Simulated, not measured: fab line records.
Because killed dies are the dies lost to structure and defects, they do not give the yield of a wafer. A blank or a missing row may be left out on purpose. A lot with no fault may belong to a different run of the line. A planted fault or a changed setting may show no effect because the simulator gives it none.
Which tool was responsible?    flow sky130    Sampling: 14 lots, 41 wafers, 6 of 708 route steps

## WHAT EACH GAUGE READ, for each wafer
SKY_VT_ADJUST_NCORE_OVL_MEAS_08.
lot   measured      on          VT_ADJUST_NCORE_OVL (nm)
L436  day 8 13:32   overlay-01  -1.8 0.2 0.3
L437  day 8 20:42   overlay-02  3.1 2.6 2.3
L438  day 9 06:06   overlay-02  -0.4 0.6 -3.0
L439  day 9 16:03   overlay-02  3.6 2.9 3.8
L440  day 9 17:45   overlay-02  2.0 2.6 3.1
L441  day 10 02:45  overlay-01  -1.7 -0.9 -1.7
L443  day 10 17:23  overlay-01  1.3 1.2 0.2
L444  day 10 17:48  overlay-01  -2.4 -2.5 -0.6
L447  day 11 18:27  overlay-02  -0.1 1.4 -1.5
L448  day 12 02:41  overlay-02  2.4 1.5 1.8
L449  day 12 07:21  overlay-01  1.3 1.5 1.2
L450  day 12 17:02  overlay-02  1.1 -1.1 -0.8
L457  day 15 01:45  overlay-02  0.9 -0.3
L458  day 15 04:42  overlay-02  2.5 0.4 2.4

SKY_VT_ADJUST_HVTR_CD_MEAS_07: target cd 380 nm.
lot   measured      on         cd-nm (nm)
L436  day 9 11:10   cd-sem-01  384.6 381.1 384.5
L437  day 9 18:38   cd-sem-01  381.3 385.0 383.3
L438  day 10 03:31  cd-sem-01  380.6 376.6 374.5
L439  day 10 14:31  cd-sem-01  384.8 385.2 386.3
L440  day 10 16:02  cd-sem-01  383.2 381.2 382.3
L441  day 11 01:59  cd-sem-02  384.8 382.6 383.6
L443  day 11 16:58  cd-sem-02  379.6 380.1 378.8
L444  day 11 17:20  cd-sem-02  376.7 377.0 376.3
L447  day 12 19:02  cd-sem-01  379.9 378.5 375.8
L448  day 13 03:19  cd-sem-01  381.2 381.6 380.6
L449  day 13 07:16  cd-sem-01  381.5 381.8 382.3
L450  day 13 18:25  cd-sem-01  380.4 382.3 379.6
L457  day 16 05:45  cd-sem-01  376.7 376.8
L458  day 16 08:53  cd-sem-01  381.4 385.0 384.2

SKY_POLY_GATE_CD_MEAS_22.
lot   measured      on         cd-nm (nm)
L436  day 16 13:58  cd-sem-01  148.8 150.0 147.9
L437  day 16 19:39  cd-sem-02  151.7 150.6 150.9
L438  day 17 04:45  cd-sem-01  146.4 149.8 149.8
L439  day 18 05:18  cd-sem-01  152.5 151.4 145.6
L440  day 18 05:19  cd-sem-02  156.0 150.4 157.6
L441  day 18 10:24  cd-sem-02  150.3 143.5 149.4
L443  day 19 02:35  cd-sem-02  152.9 149.0 144.7
L444  day 19 07:20  cd-sem-02  151.3 148.5 149.7
L447  day 20 14:07  cd-sem-02  147.4 151.5 147.4
L448  day 21 03:44  cd-sem-01  153.1 152.7 153.0
L449  day 21 05:43  cd-sem-02  154.4 154.0 152.2
L450  day 21 17:26  cd-sem-01  153.0 149.1 148.4
L457  day 24 07:08  cd-sem-01  153.0 154.8
L458  day 24 17:26  cd-sem-01  152.9 149.9 150.1

SKY_LDD_LDN_OVL_MEAS_07.
lot   measured      on          LDD_LDN_OVL (nm)
L436  day 22 20:46  overlay-02  -2.7 -0.6 -0.6
L437  day 23 05:29  overlay-02  1.9 0.8 -0.2
L438  day 23 13:14  overlay-02  0.0 0.2 -0.8
L439  day 24 14:50  overlay-01  -1.4 -2.1 0.0
L440  day 24 15:53  overlay-02  0.1 -0.9 -0.2
L441  day 24 18:26  overlay-01  -2.4 -0.7 0.7
L443  day 25 09:23  overlay-01  -0.3 1.5 0.1
L444  day 25 16:40  overlay-02  0.1 -0.8 0.2
L447  day 26 21:35  overlay-01  -0.9 -0.5 -3.0
L448  day 27 10:53  overlay-02  -1.2 -0.2 0.9
L449  day 27 12:16  overlay-01  -0.7 0.2 0.3
L450  day 27 20:22  overlay-01  -0.8 0.9 1.1
L457  day 30 07:59  overlay-02  - 1.2
L458  day 30 17:38  overlay-02  3.0 - 3.1

SKY_LDD_LDN_TW_MEAS_13.
lot   measured      on             LDD_LDN_TW
L436  day 22 21:31  film-metro-01  1479 1466 1476
L437  day 23 06:13  film-metro-03  1472 1482 1475
L438  day 23 13:58  film-metro-04  1472 1475 1456
L439  day 24 15:35  film-metro-01  1465 1460 1465
L440  day 24 16:37  film-metro-04  1473 1476 1481
L441  day 24 19:10  film-metro-01  1469 1464 1471
L443  day 25 10:07  film-metro-04  1474 1482 1467
L444  day 25 17:25  film-metro-01  1473 1475 1480
L447  day 26 22:20  film-metro-04  1474 1459 1471
L448  day 27 11:37  film-metro-01  1468 1472 1468
L449  day 27 13:00  film-metro-03  1481 1484 1489
L450  day 27 21:06  film-metro-01  1472 1468 1466
L457  day 30 08:44  film-metro-03  30 1476
L458  day 30 18:28  film-metro-04  1462 30 1463

## TOOL THAT RAN EACH LOT (tool first, then ch and the chambers of the sampled wafers, then the start)
lot   SKY_LDD_LDN_DEVELOP_06
L436  litho-track-01 ch 0, day 22 20:37
L437  litho-track-01 ch 0, day 23 05:21
L438  litho-track-02 ch 0, day 23 13:05
L439  litho-track-02 ch 0, day 24 14:44
L440  litho-track-01 ch 0, day 24 15:45
L441  litho-track-02 ch 0, day 24 18:17
L443  litho-track-02 ch 0, day 25 09:14
L444  litho-track-01 ch 0, day 25 16:31
L447  litho-track-02 ch 0, day 26 21:28
L448  litho-track-02 ch 0, day 27 10:44
L449  litho-track-04 ch 0, day 27 12:07
L450  litho-track-04 ch 0, day 27 20:13
L457  litho-track-02 ch 0, day 30 07:53
L458  litho-track-02 ch 0, day 30 17:30
- SKY_LDD_LDN_DEVELOP_06: develop time 60 s.

## WHAT THE TOOLS THEMSELVES READ (means of the sampled wafers that have a number; where no wafer has one, the mark that the record gives instead)
The record holds no such reading with a usual standard deviation.

## THE ANSWER, worked out from the rows above alone
Rule: the usual values come from the lots themselves. Put in order of their means at a reading, lots are off if they are a third of the lots or fewer, leave a main group of 4 or more, and stand apart from it by a gap of 3 or more times the standard deviation of the main group's means; of several such gaps the widest counts. The tables above print the reading to a certain number of digits; a main group whose means all agree to those digits is not used. A lot without any number at a reading at which 4 lots or more have one is off too. The other lots that the step has rows for count as sound. Order of review: gauges by route order, followed by the tools' own readings, for which a lot's mean as printed above is used. At the first step where some lot is off, the reading lying furthest off is the one used; lots without a number count as furthest.
Off: L457, L458, at SKY_LDD_LDN_TW_MEAS_13 (LDD_LDN_TW). Main group: mean 1472, sd 5.5.
If a tool, at a process step before that reading, ran all the lots that are off and no sound lot after the first of them, it fits. The gauges at SKY_LDD_LDN_TW_MEAS_13 are tried like those tools. One fits: litho-track-02 at SKY_LDD_LDN_DEVELOP_06. Its last sound lot is L448 (day 27 10:44), its first lot that is off L457 (day 30 07:53): a fault that began between those two fits.

## WHAT THE SIMULATOR HAD PUT IN
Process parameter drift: litho-track-02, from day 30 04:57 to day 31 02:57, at SKY_LDD_LDN_DEVELOP_06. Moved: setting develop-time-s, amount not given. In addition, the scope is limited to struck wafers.
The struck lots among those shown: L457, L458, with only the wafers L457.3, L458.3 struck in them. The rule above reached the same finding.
